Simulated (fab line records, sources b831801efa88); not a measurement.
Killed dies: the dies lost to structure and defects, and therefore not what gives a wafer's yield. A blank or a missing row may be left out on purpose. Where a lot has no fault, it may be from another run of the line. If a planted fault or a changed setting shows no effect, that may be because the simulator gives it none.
Code-filled problem report in 8D (eight disciplines) form :: flow sky130 :: the parts of the form that need people (team, actions taken, sign-off) are left out

## 1. THE PROBLEM
Mean of beam_energy_keV at SKY_NWELL_IMPLANT_11: 407.22 across 6 wafers in 2 lots; on wafers with no fault it is 400.01 (standard deviation 0.13). That puts it +55 standard deviations away from the usual mean.
Earliest sighting: wafer L548.2 on implanter-04 at day 6 22:07. At this step, 39 wafers from 13 lots have a number in the record. By rule, "out" or "out of limits" means more than 4 standard deviations away from the usual mean. The rest of the wafers with a number are treated as sound.

## 2. WHAT IT IS AND WHAT IT IS NOT
question: which readings at this step
is: beam_energy_keV
is not: -

question: which lots
is: L548, L550
is not: L541, L544, L545, L556, L557, L558, L559, L560, L562, L563, L564

question: which wafers of those lots
is: all that have a number
is not: -

question: read on which tools
is: implanter-04
is not: implanter-01, implanter-02

question: when
is: from day 6 22:07
is not: up to then (9 sound wafers); but 24 sound wafers of L556, L557, L558, L559, L560, L562, L563, L564 came after

## 3. THE SUSPECTS, EACH WITH WHAT RULES IT OUT
Counting: any tool at a process step up to the reading is kept as a suspect provided that every lot that is out went through it and no sound lot did after the first of them.
- implanter-04 at SKY_NWELL_IMPLANT_11: ruled out as a lasting fault. Sound lots L560, L564 ran on it after its first lot that is out, L548 (day 6 22:07).
Left after counting: nothing in the record.

## 4. THE CAUSE (what the simulator had put in)
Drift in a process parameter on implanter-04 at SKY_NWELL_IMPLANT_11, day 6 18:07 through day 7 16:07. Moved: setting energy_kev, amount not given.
Counting ruled it out, wrongly.

## 5. THE CHAIN OF EFFECTS, in route order
One row per reading whose mean, taken over the struck wafers that have a number, lies over 3 standard deviations from the usual. Scope: only readings with a usual standard deviation given in the record; hours: median across lots of the time from each lot's start at the first step in this table that gives one to its start at this step; sigmas: change in usual standard deviations.
hours: 0
step: SKY_NWELL_IMPLANT_11
reading: beam_energy_keV
usual: 400.01
on struck wafers: 407.22
change: +7.21
sigmas: +55
It contains these process steps:
- SKY_NWELL_IMPLANT_11
Later measuring or inspecting steps at which every struck wafer that the step has a row for has a number for every such reading, and none has moved that far: SKY_VT_ADJUST_HVTR_OVL_MEAS_08, SKY_SONOS_TUNNEL_OVL_MEAS_08.

## 6. HOW IT WOULD HAVE BEEN CAUGHT EARLIER
First out-of-limits reading in this record: day 6 22:07, which is 4 hours after fault onset at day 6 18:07.
